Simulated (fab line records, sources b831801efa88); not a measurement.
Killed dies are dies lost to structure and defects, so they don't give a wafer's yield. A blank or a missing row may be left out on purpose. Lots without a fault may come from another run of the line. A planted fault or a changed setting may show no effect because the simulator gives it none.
fab line records | flow sky130
record lots=7 wafers=21 last_day=50
route steps=708 shown VT_ADJUST_PCH@144 SONOS_TUNNEL@154 PAD_OPEN@708
lots that met no fault: from a run of the same line without faults
start_h: hours from the record's first day to the start of the lot's first wafer shown | wait_h: hours since the lot's step before | " the same as in the row above | L1.1+2: a row that stands for several wafers | - no value, or no start given | * or withheld: withheld | < > ~ a bound
route shown NAME@n: a module of which the file shows steps, and the number in the route of the first | usual: mean/standard deviation of fault-free wafers | same: alike in all rows | chamber/n: place in a boat | sites: the reading at each site | _std_site: their standard deviation | _edge_site: outer sites' mean less inner sites' | radius_mm: how far each site lies from the wafer's centre | mask NAME#n: copy n | behind: the tool/chamber that last shaped the wafer | hold: why the lot was held/for how many hours/how that ended | device: the transistor (n, p or np) that didn't switch | end of line: the same wafers' tests at the end of the route | a step without rows: its recipe alone | killed: dies lost to structure and defects at the first sort, not the wafer's yield | map: a wafer's dies, x killed, . not, _ none there
set.NAME: the setting as run; set.NAME@STEP: as run at that earlier step | model.NAME: the simulator's own value behind a step, which no gauge read
lots at some steps of the route; a table a step, a row a wafer
services: from which hour (start_h, from the record's first day; less than 0 if before it) a tool's chamber was out of use, for how many hours, and why
## steps
# step SKY_VT_ADJUST_PCH_HMDS_01
# recipe prime_time_s=60 prime_temp_c=120
# step SKY_VT_ADJUST_PCH_COAT_02
# recipe spin_rpm=2000 resist_thk_nm=3000
# step SKY_VT_ADJUST_PCH_SOFTBAKE_03
# recipe temp_c=110 time_s=withheld
# step SKY_VT_ADJUST_PCH_EXPOSE_04
# recipe mask_id=NWM na=0.6 source_shape=conventional sigma_outer=0.6 polarization=unpolarized target_cd_nm=840 dose_mj=255
# step SKY_VT_ADJUST_PCH_PEB_05
# recipe temp_c=115 time_s=withheld
# step SKY_VT_ADJUST_PCH_DEVELOP_06
# recipe wall_angle_deg=90 developer=TMAH develop_time_s=60 dev_temp_c=23
# step SKY_VT_ADJUST_PCH_OVL_MEAS_07
# usual VT_ADJUST_PCH_OVL=0.6/1.3
# columns lot.wafer tool chamber start_h wait_h VT_ADJUST_PCH_OVL[nm]
L186.1 overlay-01 - 305.70 - 2.6
L186.2 " - " " 1.3
L186.4 " - " " 0.9
L188.3 overlay-01 - 320.78 - 1.2
L188.4 " - " " 0.7
L188.5 " - " " -0.2
L190.2 overlay-02 - 332.44 - -2.0
L190.5 " - " " -1.5
L190.6 " - " " -1.5
L191.2 overlay-02 - 345.69 - -0.2
L191.3 " - " " -0.8
L191.4 " - " " 0.1
L192.3 overlay-01 - 347.23 - 2.6
L192.4 " - " " 3.0
L192.5 " - " " 2.1
L198.2 overlay-02 - 394.49 - 2.7
L198.3 " - " " 0.0
L198.5 " - " " 2.4
L199.4 overlay-02 - 400.01 - 0.3
L199.5 " - " " 0.4
L199.6 " - " " 0.9
# step SKY_VT_ADJUST_PCH_IMPLANT_08
# recipe species=B energy_kev=10 dose_cm2=5e+11 tilt_deg=withheld
# step SKY_VT_ADJUST_PCH_STRIP_09
# recipe chemistry=O2/N2 power_w=1400 pressure_mtorr=1500 platen_temp_c=withheld o2_flow_sccm=3000 n2_flow_sccm=300 overash_fraction=0.5
# usual drypump_motor_current_A=5.5/0.61 o2_flow_sccm=3001/8.7 oes_product_au=0.722/0.0048 strip_time_to_endpoint_s=36.90/0.11
# columns lot.wafer tool chamber start_h wait_h drypump_motor_current_A o2_flow_sccm oes_product_au rf_hours_counter_h strip_time_to_endpoint_s
L186.1 plasma_asher-01 1 305.88 0.1 4.9 3004 0.724 61 36.84
L186.2 " 0 " " 6.0 2988 0.728 61 36.90
L186.4 " 0 " " 6.0 2997 0.716 - 36.97
L188.3 plasma_asher-01 1 320.99 0.1 4.9 3000 0.726 - 36.80
L188.4 " 0 " " 6.0 2996 0.724 - 36.77
L188.5 " 0 " " 6.0 2996 0.725 - 36.91
L190.2 plasma_asher-02 0 332.62 0.1 5.9 2995 0.718 53 36.80
L190.5 " 0 " " 5.9 3002 0.724 - 36.79
L190.6 " 1 " " 6.4 2983 0.724 - 36.81
L191.2 plasma_asher-01 1 345.87 0.1 4.9 3004 0.727 65 36.85
L191.3 " 1 " " 4.9 3004 0.723 - 36.77
L191.4 " 0 " " 6.1 2995 0.723 - 36.82
L192.3 plasma_asher-03 0 347.44 0.1 4.9 2997 0.712 - 36.84
L192.4 " 1 " " 4.9 3003 0.725 - 36.78
L192.5 " 0 " " 4.9 2991 0.717 - 36.82
L198.2 plasma_asher-01 0 394.67 0.1 6.0 2990 0.724 70 37.05
L198.3 " 1 " " 4.9 3003 0.719 - 36.97
L198.5 " 0 " " 6.0 3006 0.723 - 36.97
L199.4 plasma_asher-02 1 400.22 0.1 6.4 3002 0.723 - 36.85
L199.5 " 0 " " 5.8 2998 0.720 - 36.80
L199.6 " 1 " " 6.4 3018 0.730 - 36.79
# step SKY_VT_ADJUST_PCH_TW_MEAS_10
# usual VT_ADJUST_PCH_TW=143.4/0.78
# columns lot.wafer tool chamber start_h wait_h VT_ADJUST_PCH_TW
L186.1 film_metro-02 - 305.98 0.1 142.5
L186.2 " - " " 143.2
L186.4 " - " " 143.2
L188.3 film_metro-01 - 321.08 0.1 143.6
L188.4 " - " " 142.9
L188.5 " - " " 142.6
L190.2 film_metro-02 - 332.73 0.1 144.0
L190.5 " - " " 144.0
L190.6 " - " " 143.2
L191.2 film_metro-04 - 345.98 0.1 144.5
L191.3 " - " " 145.2
L191.4 " - " " 144.7
L192.3 film_metro-02 - 347.53 0.1 143.4
L192.4 " - " " 143.9
L192.5 " - " " 143.4
L198.2 film_metro-01 - 394.78 0.1 143.6
L198.3 " - " " 142.8
L198.5 " - " " 142.6
L199.4 film_metro-02 - 400.31 0.1 143.3
L199.5 " - " " 143.7
L199.6 " - " " 143.9
# step SKY_SONOS_TUNNEL_DEHYDRATE_00
# recipe temp_c=200 time_s=60
# step SKY_SONOS_TUNNEL_HMDS_01
# recipe prime_time_s=60 prime_temp_c=120
# step SKY_SONOS_TUNNEL_COAT_02
# recipe resist=NOVOLAK spin_rpm=3000 resist_thk_nm=1140
# usual spin_speed_rpm=2999.8/2.4
# columns lot.wafer tool chamber start_h wait_h spin_speed_rpm model.NOVOLAK_of_SONOS_TUNNEL_COAT_02.thk_nm
L186.1 litho_track-01 0 318.67 0.1 3000.9 1146
L186.2 " 0 " " 2999.0 1146
L186.4 " 0 " " 3000.9 1143
L188.3 litho_track-03 0 334.01 0.1 2997.1 1142
L188.4 " 0 " " 3005.0 1142
L188.5 " 0 " " 2999.0 1146
L190.2 litho_track-03 0 346.14 0.1 3123.7 1123
L190.5 " 0 " " 3122.0 1122
L190.6 " 0 " " 3121.1 1123
L191.2 litho_track-03 0 359.14 0.1 3120.4 1126
L191.3 " 0 " " 3128.6 1126
L191.4 " 0 " " 3121.0 1123
L192.3 litho_track-03 0 360.71 0.1 3122.7 1126
L192.4 " 0 " " 3126.1 1125
L192.5 " 0 " " 3121.4 1125
L198.2 litho_track-02 0 408.72 0.1 2997.8 1138
L198.3 " 0 " " 2999.1 1143
L198.5 " 0 " " 2995.3 1140
L199.4 litho_track-02 0 414.92 0.1 3001.9 1146
L199.5 " 0 " " 2997.5 1147
L199.6 " 0 " " 2999.2 1146
# step SKY_SONOS_TUNNEL_SOFTBAKE_03
# recipe temp_c=90 time_s=60 resist=NOVOLAK
# step SKY_SONOS_TUNNEL_EXPOSE_04
# recipe mask_id=TUNM na=0.6 source_shape=conventional sigma_outer=0.6 polarization=unpolarized target_cd_nm=410 dose_mj=136
# step SKY_SONOS_TUNNEL_PEB_05
# recipe temp_c=withheld time_s=* resist=NOVOLAK
# step SKY_SONOS_TUNNEL_DEVELOP_06
# recipe resist=NOVOLAK developer=TMAH develop_time_s=60 dev_temp_c=23
# columns lot.wafer tool chamber start_h wait_h model.NOVOLAK_of_SONOS_TUNNEL_COAT_02.thk_nm
L186.1+2 litho_track-02 0 331.45 0.1 1145
L186.4 " 0 " " 1142
L188.3 litho_track-03 0 347.26 0.1 1142
L188.4 " 0 " " 1141
L188.5 " 0 " " 1145
L190.2+5 litho_track-03 0 359.59 0.1 1122
L190.6 " 0 " " 1123
L191.2 litho_track-02 0 372.57 0.1 1125
L191.3 " 0 " " 1126
L191.4 " 0 " " 1122
L192.3+4 litho_track-03 0 374.46 0.1 1125
L192.5 " 0 " " 1124
L198.2 litho_track-02 0 423.32 0.1 1137
L198.3 " 0 " " 1143
L198.5 " 0 " " 1140
L199.4+6 litho_track-01 0 429.74 0.1 1146
L199.5 " 0 " " 1147
# step SKY_SONOS_TUNNEL_CD_MEAS_07
# recipe target_cd_nm=410
# usual cd_nm=409.2/2
# columns lot.wafer tool chamber start_h wait_h cd_nm
L186.1 cd_sem-02 - 331.60 0.1 409.7
L186.2 " - " " 408.5
L186.4 " - " " 411.1
L188.3 cd_sem-01 - 347.40 0.1 412.5
L188.4 " - " " 411.9
L188.5 " - " " 409.4
L190.2 cd_sem-02 - 359.73 0.1 410.1
L190.5 " - " " 410.2
L190.6 " - " " 408.8
L191.2 cd_sem-02 - 372.72 0.1 414.0
L191.3 " - " " 411.3
L191.4 " - " " 411.4
L192.3 cd_sem-01 - 374.60 0.1 410.7
L192.4 " - " " 411.7
L192.5 " - " " 412.0
L198.2 cd_sem-01 - 423.47 0.1 412.0
L198.3 " - " " 408.9
L198.5 " - " " 408.7
L199.4 cd_sem-02 - 429.88 0.1 411.3
L199.5 " - " " 409.3
L199.6 " - " " 410.5
# step SKY_PAD_OPEN_PROBE_99
# usual killed_at_M0_to_M3=44/7.2 killed_at_M4_up=3.2/1.8 killed_at_contacts=24/5.4 killed_at_front_end=15/4 killed_at_other=0.3/0.56 killed_dies=87/9.2 killed_open=47/7.3 killed_short=39/5.7
# same gross_dies=492 killed_at_back_side=0
# columns lot.wafer tool chamber start_h wait_h killed_at_M0_to_M3 killed_at_M4_up killed_at_contacts killed_at_front_end killed_at_other killed_dies killed_open killed_short
L186.1 prober-01 - 1138.25 0.1 42 3 25 14 1 85 44 41
L186.2 prober-01 - 1138.30 0.1 47 0 24 18 0 89 43 46
L186.4 prober-01 - 1138.40 0.2 49 5 18 12 0 84 45 39
L188.3 prober-01 - 1147.67 0.2 47 6 28 12 0 93 56 37
L188.4 prober-01 - 1147.72 0.2 42 5 29 14 0 90 42 47
L188.5 prober-01 - 1147.77 0.2 44 2 28 18 0 92 46 44
L190.2 prober-02 - 1158.62 0.1 44 5 22 20 0 91 50 40
L190.5 prober-02 - 1158.77 0.2 41 4 35 20 0 100 53 45
L190.6 prober-02 - 1158.82 0.2 37 1 26 17 0 81 41 38
L191.2 prober-01 - 1161.34 0.1 43 5 26 18 0 92 47 45
L191.3 prober-01 - 1161.39 0.2 38 8 18 17 0 81 52 29
L191.4 prober-01 - 1161.44 0.2 50 5 19 16 1 91 46 44
L192.3 prober-02 - 1167.99 0.2 53 1 19 13 0 86 53 33
L192.4 prober-02 - 1168.04 0.2 52 1 23 14 0 90 48 42
L192.5 prober-02 - 1168.09 0.2 42 4 21 17 1 85 53 32
L199.4 prober-01 - 1196.38 0.2 57 2 25 11 1 96 43 51
L199.5 prober-01 - 1196.43 0.2 44 3 23 19 0 89 51 36
L199.6 prober-01 - 1196.48 0.2 54 1 13 17 0 85 42 41
# killed by level:class
L186.1 VIA2:geometric_particle:open=9 METAL2:geometric_particle:short=9 CONTACT:geometric_particle:open=9 METAL1:geometric_particle:short=7 LI_CONTACT:geometric_particle:open=7 FIELD_ISO:geometric_particle:short=5 CONTACT:geometric_particle:short=5 VIA1:geometric_particle:open=5
L186.2 METAL2:geometric_particle:short=14 VIA1:geometric_particle:open=12 LI_CONTACT:geometric_particle:open=10 FIELD_ISO:geometric_particle:short=8 CONTACT:geometric_particle:short=6 VIA3:geometric_particle:open=6 FIELD_ISO:geometric_particle:open=5 CONTACT:geometric_particle:open=4
L186.4 VIA1:geometric_particle:open=8 METAL1:geometric_particle:short=7 VIA3:geometric_particle:open=7 CONTACT:geometric_particle:open=6 FIELD_ISO:geometric_particle:open=5 METAL2:geometric_particle:short=5 VIA2:geometric_particle:short=5 FIELD_ISO:geometric_particle:short=4
L188.3 VIA1:geometric_particle:open=14 CONTACT:geometric_particle:open=9 LI_CONTACT:geometric_particle:open=8 VIA2:geometric_particle:open=8 METAL2:geometric_particle:short=8 POLY_GATE:geometric_particle:open=5 LOCAL_INTERCONNECT:geometric_particle:short=5 VIA3:geometric_particle:open=5
L188.4 LI_CONTACT:geometric_particle:open=9 VIA1:geometric_particle:open=9 LOCAL_INTERCONNECT:geometric_particle:short=8 VIA3:geometric_particle:short=7 CONTACT:geometric_particle:open=7 VIA1:geometric_particle:short=7 FIELD_ISO:geometric_particle:short=5 METAL4:geometric_particle:short=5
L188.5 VIA1:geometric_particle:open=17 CONTACT:geometric_particle:short=7 CONTACT:geometric_particle:open=6 FIELD_ISO:geometric_particle:open=5 METAL2:geometric_particle:short=5 LOCAL_INTERCONNECT:geometric_particle:short=5 LI_CONTACT:geometric_particle:short=4 LI_CONTACT:geometric_particle:open=4
L190.2 VIA1:geometric_particle:open=14 VIA2:geometric_particle:open=8 LI_CONTACT:geometric_particle:open=6 FIELD_ISO:geometric_particle:open=5 CONTACT:geometric_particle:open=5 METAL1:geometric_particle:short=5 VIA1:geometric_particle:short=5 FIELD_ISO:geometric_particle:short=4
L190.5 LI_CONTACT:geometric_particle:open=11 VIA1:geometric_particle:open=11 CONTACT:geometric_particle:open=9 CONTACT:geometric_particle:short=8 METAL1:geometric_particle:short=6 VIA3:geometric_particle:short=6 FIELD_ISO:geometric_particle:short=5 POLY_GATE:geometric_particle:open=5
L190.6 LI_CONTACT:geometric_particle:open=9 VIA1:geometric_particle:open=9 POLY_GATE:geometric_particle:short=8 CONTACT:geometric_particle:short=6 CONTACT:geometric_particle:open=6 METAL2:geometric_particle:short=5 VIA2:geometric_particle:open=5 VIA3:geometric_particle:short=4
L191.2 LI_CONTACT:geometric_particle:open=9 METAL1:geometric_particle:short=8 VIA2:geometric_particle:open=7 CONTACT:geometric_particle:short=6 VIA3:geometric_particle:open=6 CONTACT:geometric_particle:open=5 VIA1:geometric_particle:open=5 VIA3:geometric_particle:short=5
L191.3 CONTACT:geometric_particle:open=9 VIA1:geometric_particle:open=9 METAL1:geometric_particle:open=6 LI_CONTACT:geometric_particle:open=5 METAL4:geometric_particle:short=5 VIA3:geometric_particle:open=5 FIELD_ISO:geometric_particle:short=4 VIA1:geometric_particle:short=4
L191.4 VIA1:geometric_particle:open=18 METAL1:geometric_particle:short=7 POLY_GATE:geometric_particle:short=6 CONTACT:geometric_particle:open=6 VIA2:geometric_particle:open=5 METAL2:geometric_particle:short=5 POLY_GATE:geometric_particle:open=4 LOCAL_INTERCONNECT:geometric_particle:short=4
L192.3 VIA1:geometric_particle:open=14 CONTACT:geometric_particle:open=8 VIA1:geometric_particle:short=7 VIA2:geometric_particle:open=7 VIA3:geometric_particle:open=7 POLY_GATE:geometric_particle:open=6 METAL2:geometric_particle:short=5 LI_CONTACT:geometric_particle:open=4
L192.4 VIA1:geometric_particle:open=12 CONTACT:geometric_particle:open=8 VIA2:geometric_particle:open=8 METAL2:geometric_particle:short=7 LI_CONTACT:geometric_particle:open=6 VIA1:geometric_particle:short=5 FIELD_ISO:geometric_particle:open=4 POLY_GATE:geometric_particle:short=4
L192.5 CONTACT:geometric_particle:open=13 VIA1:geometric_particle:open=10 POLY_GATE:geometric_particle:open=7 METAL2:geometric_particle:short=7 VIA2:geometric_particle:open=6 VIA3:geometric_particle:short=5 LI_CONTACT:geometric_particle:open=5 METAL1:geometric_particle:short=5
L199.4 METAL1:geometric_particle:short=16 VIA1:geometric_particle:open=12 CONTACT:geometric_particle:open=9 LI_CONTACT:geometric_particle:open=7 VIA3:geometric_particle:open=7 CONTACT:geometric_particle:short=6 METAL2:geometric_particle:short=6 VIA3:geometric_particle:short=6
L199.5 VIA3:geometric_particle:open=13 VIA1:geometric_particle:open=8 FIELD_ISO:geometric_particle:open=6 CONTACT:geometric_particle:open=6 LI_CONTACT:geometric_particle:open=6 CONTACT:geometric_particle:short=6 METAL2:geometric_particle:short=5 VIA3:geometric_particle:short=5
L199.6 VIA1:geometric_particle:open=10 VIA3:geometric_particle:open=10 METAL2:geometric_particle:short=7 VIA1:geometric_particle:short=7 CONTACT:geometric_particle:open=6 METAL1:geometric_particle:short=5 FIELD_ISO:geometric_particle:short=4 CONTACT:geometric_particle:short=4
## services
# columns tool chamber start_h hours kind
plasma_asher-03 - 304.46 11.6 repair
plasma_asher-02 - 387.77 0.6 repair
plasma_asher-03 - 392.11 6.1 repair
## key
first_sign step=SKY_SONOS_TUNNEL_COAT_02 reading=spin_speed_rpm direction=up sigmas=52 usual=2999.8 struck=3123.0
effect none on later readings
model_effect step=SKY_SONOS_TUNNEL_COAT_02 value=NOVOLAK_of_SONOS_TUNNEL_COAT_02.thk_nm without=1147 struck=1124
model_effect step=SKY_SONOS_TUNNEL_DEVELOP_06 value=NOVOLAK_of_SONOS_TUNNEL_COAT_02.thk_nm without=1147 struck=1124
met_at SKY_SONOS_TUNNEL_COAT_02
struck_wafers L190.2,L190.5,L190.6,L191.2,L191.3,L191.4,L192.3,L192.4,L192.5
tester_left_out L190,L191,L192
onset_between 334.01 346.14
fault kind=process_parameter_drift tool=litho_track-03 chamber=- onset_h=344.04 steps=SKY_SONOS_TUNNEL_COAT_02 channel=spin_rpm offset=123.34 shape=step end_h=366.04 acts_in=these_recipes_only stated=3000
# tester_left_out: of these lots the tester's yield and bins aren't shown, on N5 and GAA mostly nor the transistor test; their killed dies are dies lost to structure and defects alone, not to doping, threshold or leakage, so they don't give the yield
